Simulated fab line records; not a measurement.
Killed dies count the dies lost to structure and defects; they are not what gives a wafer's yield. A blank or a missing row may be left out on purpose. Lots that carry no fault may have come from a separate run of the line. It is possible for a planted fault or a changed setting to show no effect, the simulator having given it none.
One fault through the eyes of 2 desks / flow sky130 / each desk holds nothing but its own numbers, with what lay behind them at the end

THE TOOL OWNER'S DESK: rie_si-01
The tool's own readings at SKY_FIELD_ISO_ETCH_17 (etches Si in HBr/Cl2/O2, target depth 342 nm, time 97.7 s): means of the sampled wafers that have a number, for each lot that ran on this tool. Marked OUT: a lot whose mean sits more than 4 standard deviations from the usual mean, which makes it out of limits; the brackets give that distance.
Columns: A = bias_w at SKY_FIELD_ISO_ETCH_17, usual 150.0 W; B = drypump_motor_current_A at SKY_FIELD_ISO_ETCH_17, usual 5.6 A; C = mfc_cl2_sccm at SKY_FIELD_ISO_ETCH_17, usual 40.00 sccm; D = oes_product_au at SKY_FIELD_ISO_ETCH_17, usual 0.995 a.u.; E = rf_fwd_power_W at SKY_FIELD_ISO_ETCH_17, usual 596.0 W; F = run_length_s at SKY_FIELD_ISO_ETCH_17, usual 125.9 s; G = throttle_valve_pct at SKY_FIELD_ISO_ETCH_17, usual 25.659 %
lot=L258; first seen here=day 3 01:05; A=149.8; B=5.8; C=40.03; D=0.985; E=596.5; F=125.7; G=25.664
lot=L260; first seen here=day 3 09:16; A=150.0; B=5.9; C=39.95; D=0.984; E=593.2; F=110.8 (-35) OUT; G=25.664
lot=L263; first seen here=day 3 21:11; A=150.3; B=5.5; C=40.01; D=0.998; E=596.6; F=102.7 (-54) OUT; G=25.655
lot=L264; first seen here=day 4 03:43; A=-; B=5.2; C=40.06; D=0.990; E=-; F=80.5 (-99 or more) OUT; G=25.671
lot=L276; first seen here=day 6 19:04; A=149.9; B=5.5; C=39.91; D=0.993; E=594.7; F=125.5; G=25.666
This desk's verdict: out of limits on L260, L263, L264, starting with L260 at day 3 09:16 (run_length_s at SKY_FIELD_ISO_ETCH_17). In limits: L258, L276.

FROM THE METROLOGY DESK
What the gauges read for every lot (on any tool): the sampled wafers with a number, averaged. Marked OUT: a lot whose mean sits more than 4 standard deviations from the usual mean, which makes it out of limits; the brackets give that distance.
Columns: A = cd_nm at SKY_FIELD_ISO_CD_MEAS_13, usual 149.6 nm; B = FIELD_ISO_OXIDATION_01_THK at SKY_FIELD_ISO_THK_MEAS_23, usual 9.94 nm; C = FIELD_ISO_CVD_24_THK at SKY_FIELD_ISO_THK_MEAS_25, usual 593 nm
lot=L258; first seen here=day 3 00:46; A=150.6; B=10.44; C=588
lot=L260; first seen here=day 3 09:01; A=150.1; B=10.00; C=589
lot=L263; first seen here=day 3 20:52; A=150.6; B=10.03; C=601
lot=L264; first seen here=day 4 03:24; A=148.9; B=9.88; C=588
lot=L270; first seen here=day 5 09:18; A=149.2; B=9.97; C=590
lot=L272; first seen here=day 5 22:18; A=151.9; B=9.59; C=596
lot=L276; first seen here=day 6 18:45; A=147.7; B=9.60; C=597
This desk's finding: nothing out of limits on any of the 7 lots.

ALL TOGETHER
An alarm could have come from the tool owner's desk at day 3 09:16, on L260, L263, L264.
The metrology desk saw nothing out of limits.
The metrology desk holds a record of L260, L263, L264, inside its limits.
All the named lots went through SKY_FIELD_ISO_ETCH_17 on rie_si-01.

WHAT WAS PUT IN BY THE SIMULATOR
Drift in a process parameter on rie_si-01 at SKY_FIELD_ISO_ETCH_17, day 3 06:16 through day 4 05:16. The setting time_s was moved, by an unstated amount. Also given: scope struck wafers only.
Struck lots among those shown: L260, L263, L264.
Hours from the fault's start to each desk's first reading out of limits: the tool owner's desk, 3.
